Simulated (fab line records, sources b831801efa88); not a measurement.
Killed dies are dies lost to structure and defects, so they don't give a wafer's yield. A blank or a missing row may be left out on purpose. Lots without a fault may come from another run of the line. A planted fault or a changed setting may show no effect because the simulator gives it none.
fab line records | flow sfq_line
record lots=13 wafers=36 last_day=81
route steps=325 shown JJ@196
lots that met no fault: from a run of the same line without faults
start_h: hours from the record's first day to the start of the lot's first wafer shown | wait_h: hours since the lot's step before | " the same as in the row above | L1.1+2: a row that stands for several wafers | - no value, or no start given | * or withheld: withheld | < > ~ a bound
route shown NAME@n: a module of which the file shows steps, and the number in the route of the first | usual: mean/standard deviation of fault-free wafers | same: alike in all rows | chamber/n: place in a boat | sites: the reading at each site | _std_site: their standard deviation | _edge_site: outer sites' mean less inner sites' | radius_mm: how far each site lies from the wafer's centre | mask NAME#n: copy n | behind: the tool/chamber that last shaped the wafer | hold: why the lot was held/for how many hours/how that ended | device: the transistor (n, p or np) that didn't switch | end of line: the same wafers' tests at the end of the route | a step without rows: its recipe alone | killed: dies lost to structure and defects at the first sort, not the wafer's yield | map: a wafer's dies, x killed, . not, _ none there
set.NAME: the setting as run; set.NAME@STEP: as run at that earlier step | model.NAME: the simulator's own value behind a step, which no gauge read
steps of the route over a sample of lots; a table a step, a row a wafer
services: from which hour (start_h, from the record's first day; less than 0 if before it) a tool's chamber was out of use, for how many hours, and why
## steps
# step SFQ_TRILAYER_JJ_CE_STRIP_STRIP_120
# recipe gas=O2 power_w=200 platen_temp_c=40 overash_fraction=0.65 chemistry=O2 pressure_mtorr=50
# usual drypump_motor_current_A=6.13/0.27 oes_product_au=0.998/0.01 platen_temp_c=39.99/0.12
# columns lot.wafer tool chamber start_h wait_h drypump_motor_current_A oes_product_au platen_temp_c rf_hours_counter_h
L986.3 rie_metal-02 1 1172.86 0.2 6.21 0.989 39.91 -
L986.4 " 0 " " 6.36 0.989 39.97 -
L986.5 " 0 " " 6.35 0.979 40.03 -
L987.4 rie_metal-02 1 1182.46 0.2 6.23 0.986 39.96 -
L987.6 " 0 " " 6.40 0.990 40.62 -
L989.5 rie_metal-02 1 1185.06 0.4 6.25 0.988 39.96 -
L991.1 rie_metal-02 0 1289.71 0.0 6.40 0.986 40.14 77
L991.2 " 1 " " 6.17 0.999 39.97 4
L991.5 " 0 " " 6.38 0.990 40.11 -
L992.1 rie_metal-02 0 1301.67 0.0 6.39 1.002 39.86 79
L992.3 " 0 " " 6.39 0.999 39.92 -
L992.6 " 1 " " 6.25 0.996 40.03 -
L997.3 rie_metal-01 0 1347.44 0.2 5.69 0.999 40.03 -
L997.4 " 1 " " 5.79 0.999 39.83 -
L997.6 " 0 " " 5.68 1.014 40.04 -
L998.2 rie_metal-01 1 1358.47 0.0 5.84 0.999 40.04 33
L998.5 " 0 " " 5.71 1.004 39.94 -
L998.6 " 1 " " 5.81 1.008 39.74 -
L100.2 rie_metal-02 1 1365.82 0.0 6.20 1.003 40.04 15
L100.4 " 1 " " 6.22 0.986 40.03 -
L100.6 " 1 " " 6.22 0.993 40.11 -
L101.4 rie_metal-02 0 1452.55 0.2 6.40 0.987 39.87 -
L101.5 " 1 " " 6.22 0.986 39.97 -
L101.6 " 0 " " 6.40 0.989 39.82 -
L102.1 rie_metal-03 1 1473.79 0.0 6.33 1.000 39.99 32
L102.4 " 1 " " 6.31 1.006 39.91 -
L102.5 " 1 " " 6.33 1.017 39.67 -
L103.1 rie_metal-03 1 1477.39 0.0 6.32 1.004 40.01 33
L103.2 " 0 " " 5.71 1.003 40.08 46
L103.4 " 1 " " 6.33 1.006 40.15 -
L107.3 rie_metal-03 1 1548.39 0.2 6.32 1.014 40.18 -
L107.5 " 1 " " 6.31 1.003 40.00 -
L107.6 " 0 " " 5.72 1.020 39.99 -
L108.2 rie_metal-02 1 1551.79 0.0 6.24 0.996 39.75 38
L108.3 " 0 " " 6.37 1.008 40.03 -
L108.6 " 1 " " 6.21 0.996 40.04 -
## services
# columns tool chamber start_h hours kind
rie_metal-03 0 1149.24 - clean
rie_metal-03 0 1149.24 - consumable_replace:focus_ring
rie_metal-03 0 1149.24 16.9 scheduled_down
rie_metal-03 0 1149.24 16.9 vent_cycle
rie_metal-01 0 1154.19 8.4 repair
rie_metal-02 - 1191.53 2.8 pm
rie_metal-02 - 1209.95 1.0 repair
rie_metal-03 1 1221.28 - clean
rie_metal-03 1 1221.28 - consumable_replace:focus_ring
rie_metal-03 1 1221.28 13.3 scheduled_down
rie_metal-03 1 1221.28 13.3 vent_cycle
rie_metal-02 1 1243.69 - clean
rie_metal-02 1 1243.69 - consumable_replace:focus_ring
rie_metal-02 1 1243.69 12.7 scheduled_down
rie_metal-02 1 1243.69 12.7 vent_cycle
rie_metal-01 - 1399.62 1.2 repair
rie_metal-03 - 1402.07 0.6 repair
rie_metal-03 - 1432.40 2.8 pm
rie_metal-01 1 1433.67 11.6 repair
rie_metal-01 1 1448.75 8.4 repair
rie_metal-03 - 1540.31 0.3 repair
## key
first_sign step=SFQ_TRILAYER_JJ_CE_STRIP_STRIP_120 reading=platen_temp_c direction=up sigmas=5.4 usual=* struck=*
effect none on later readings
met_at SFQ_TRILAYER_JJ_CE_STRIP_STRIP_120
struck_lots L987
struck_wafers L987.6
onset_between 1172.86 1182.46
fault kind=process_parameter_drift tool=rie_metal-02 chamber=0 onset_h=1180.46 steps=SFQ_TRILAYER_JJ_CE_STRIP_STRIP_120 channel=platen_temp_c offset=* shape=step end_h=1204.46 acts_in=* stated=*
